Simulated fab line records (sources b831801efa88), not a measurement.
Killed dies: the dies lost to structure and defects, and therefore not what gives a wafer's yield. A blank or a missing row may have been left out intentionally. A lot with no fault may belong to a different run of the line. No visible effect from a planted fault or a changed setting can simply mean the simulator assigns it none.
Which tool is to blame? -- flow gf180mcu -- 42 wafers from 14 lots sampled at 2 of the route's 602 steps

## WHAT THE GAUGES READ, wafer by wafer
GF_HV_LDD_OVL_MEAS_20. Usual: HV_LDD_01_OVL gives 1.2 nm (standard deviation 1.2).
lot,measured,on,HV_LDD_01_OVL (nm),flag
L856,day 10 20:33,overlay-02,1.9 2.4 -0.2,
L858,day 11 05:11,overlay-01,-1.2 0.4 -1.7,
L859,day 11 16:08,overlay-02,1.7 1.1 1.3,
L860,day 11 20:44,overlay-02,0.3 1.2 0.8,
L861,day 12 07:41,overlay-02,0.0 -0.1 -0.9,
L862,day 12 15:35,overlay-02,-0.5 1.5 0.6,
L864,day 13 10:36,overlay-02,2.1 2.6 -1.1,
L870,day 15 08:35,overlay-02,0.9 1.4 0.6,
L871,day 15 15:20,overlay-02,0.6 2.3 3.0,
L872,day 15 20:17,overlay-01,-52.2 -54.2 -52.3,OFF
L874,day 16 11:53,overlay-01,-55.2 -55.4 -53.4,OFF
L876,day 17 03:11,overlay-01,0.9 2.3 -0.8,
L877,day 17 13:19,overlay-01,0.7 0.4 0.5,
L879,day 18 08:43,overlay-02,0.3 0.8 1.6,

## WHICH TOOL RAN EACH LOT (tool, then ch and the chambers of the sampled wafers, then the start)
lot,GF_HV_LDD_EXPOSE_16
L856,"iline_stepper-01 ch 0, day 10 11:04"
L858,"iline_stepper-01 ch 0, day 10 20:08"
L859,"iline_stepper-01 ch 0, day 11 07:07"
L860,"iline_stepper-02 ch 0, day 11 11:35"
L861,"iline_stepper-02 ch 0, day 11 22:37"
L862,"iline_stepper-01 ch 0, day 12 05:47"
L864,"iline_stepper-02 ch 0, day 13 00:35"
L870,"iline_stepper-02 ch 0, day 14 22:00"
L871,"iline_stepper-02 ch 0, day 15 04:34"
L872,"iline_stepper-02 ch 0, day 15 09:40"
L874,"iline_stepper-02 ch 0, day 16 00:41"
L876,"iline_stepper-01 ch 0, day 16 15:58"
L877,"iline_stepper-01 ch 0, day 17 02:25"
L879,"iline_stepper-01 ch 0, day 17 20:53"
- GF_HV_LDD_EXPOSE_16: exposes mask Pplus LV AREA, target cd 400 nm.

## WHAT THE TOOLS THEMSELVES READ (means of the sampled wafers that have a number; where no wafer has one, the mark that the record gives instead)
The record holds no such reading with a usual standard deviation.

## THE ANSWER, worked out from the rows above alone
Rule: lot off if the mean of its wafers having a number is beyond 3 standard deviations from the usual mean. A lot without any number at a reading at which 4 lots or more have one is off too. Any other lot the step has rows for is counted as sound. After the gauges, taken in route order, come the tools' own readings; for these a lot's mean is taken, as printed above. The first step at which some lot is off is used, and at that step the reading that is off furthest; a lot without a number counts as furthest.
Off: L872, L874, at GF_HV_LDD_OVL_MEAS_20 (HV_LDD_01_OVL).
If a tool, at a process step before that reading, ran all the lots that are off and no sound lot after the first of them, it fits. Gauges at GF_HV_LDD_OVL_MEAS_20: tried the same way as those tools. One fits: GF_HV_LDD_EXPOSE_16 on iline_stepper-02. A fault onset in the window from L871 (day 15 04:34, its last sound lot) to L872 (day 15 09:40, its first lot off) fits.

## WHAT THE SIMULATOR HAD INSERTED
Scanner matching overlay: iline_stepper-02, from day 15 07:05 on, at GF_HV_LDD_EXPOSE_16. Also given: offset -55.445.
Shown lots that were struck: L872, L874. Same finding as the rule above.
